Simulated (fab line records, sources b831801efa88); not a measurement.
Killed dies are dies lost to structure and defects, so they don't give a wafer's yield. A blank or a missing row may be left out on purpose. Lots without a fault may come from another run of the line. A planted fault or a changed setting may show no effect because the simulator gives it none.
Which tool did it? | flow gf180mcu | 13 lots, 39 wafers sampled, at 2 steps of a route of 602

WHAT THE GAUGES READ, wafer by wafer
GF_V5_THK_MEAS_03. Usual: V5_CVD_02_THK 1444 nm, standard deviation 18.
lot  | measured     | on            | V5_CVD_02_THK (nm) | flag
L634 | day 25 23:13 | film_metro-03 | 1432 1445 1443     |
L637 | day 27 03:49 | film_metro-03 | 1450 1468 1464     |
L638 | day 27 08:29 | film_metro-03 | 1436 1457 1456     |
L643 | day 29 18:58 | film_metro-02 | 1430 1431 1480     |
L644 | day 30 04:11 | film_metro-03 | 1436 1453 1446     |
L650 | day 31 04:39 | film_metro-03 | 1437 1448 1472     |
L652 | day 31 15:44 | film_metro-03 | 1436 1417 1446     |
L651 | day 31 15:27 | film_metro-03 | 1425 1435 1439     |
L653 | day 31 21:29 | film_metro-03 | 1446 1425 1437     |
L654 | day 32 01:38 | film_metro-04 | 1442 1450 1466     |
L655 | day 32 07:07 | film_metro-02 | 1438 1416 1446     |
L656 | day 32 14:04 | film_metro-02 | 1428 1466 1480     |
L657 | day 32 21:29 | film_metro-04 | 1436 1457 1457     |

WHICH TOOL RAN EACH LOT (tool, then ch and the chambers of the sampled wafers, then the start)
lot  | GF_MIM_SPUTTER_03
L634 | pvd_sputter-04, day 24 02:45
L637 | pvd_sputter-04, day 25 08:38
L638 | pvd_sputter-04, day 25 14:53
L643 | pvd_sputter-03, day 28 02:29
L644 | pvd_sputter-01, day 28 13:15
L650 | pvd_sputter-03, day 29 14:58
L652 | pvd_sputter-03, day 30 01:58
L651 | pvd_sputter-01, day 30 02:10
L653 | pvd_sputter-03, day 30 08:31
L654 | pvd_sputter-04, day 30 12:32
L655 | pvd_sputter-04, day 30 18:27
L656 | pvd_sputter-04, day 31 02:13
L657 | pvd_sputter-04, day 31 09:46
- GF_MIM_SPUTTER_03: material Ti, target thk 10 nm, time 6.7 s.

WHAT THE TOOLS THEMSELVES READ (means of the sampled wafers that have a number; where no wafer has one, the mark that the record gives instead)
GF_MIM_SPUTTER_03. Usual: throttle_valve_pct 30.3 %, standard deviation 0.83.
lot  | tool           | throttle_valve_pct (%) | flag
L634 | pvd_sputter-04 | 31.0                   |
L637 | pvd_sputter-04 | 30.1                   |
L638 | pvd_sputter-04 | 30.3                   |
L643 | pvd_sputter-03 | 30.2                   |
L644 | pvd_sputter-01 | 30.1                   |
L650 | pvd_sputter-03 | 30.3                   |
L652 | pvd_sputter-03 | 30.2                   |
L651 | pvd_sputter-01 | 29.8                   |
L653 | pvd_sputter-03 | 29.6                   |
L654 | pvd_sputter-04 | 30.1                   |
L655 | pvd_sputter-04 | 30.8                   |
L656 | pvd_sputter-04 | 30.2                   |
L657 | pvd_sputter-04 | 30.2                   |

THE ANSWER, worked out from the rows above alone
Rule: a lot is off if the mean of its wafers that have a number lies more than 3 standard deviations from the usual mean. A lot without any number at a reading at which 4 lots or more have one is off too. The other lots that the step has rows for count as sound. The gauges are gone through in route order, then the tools' own readings, and for those a lot's mean is taken as printed above. The first step at which some lot is off is used, and at that step the reading that is off furthest; a lot without a number counts as furthest.
No lot is off at any reading shown: from this, nothing can be told.

WHAT THE SIMULATOR HAD PUT IN
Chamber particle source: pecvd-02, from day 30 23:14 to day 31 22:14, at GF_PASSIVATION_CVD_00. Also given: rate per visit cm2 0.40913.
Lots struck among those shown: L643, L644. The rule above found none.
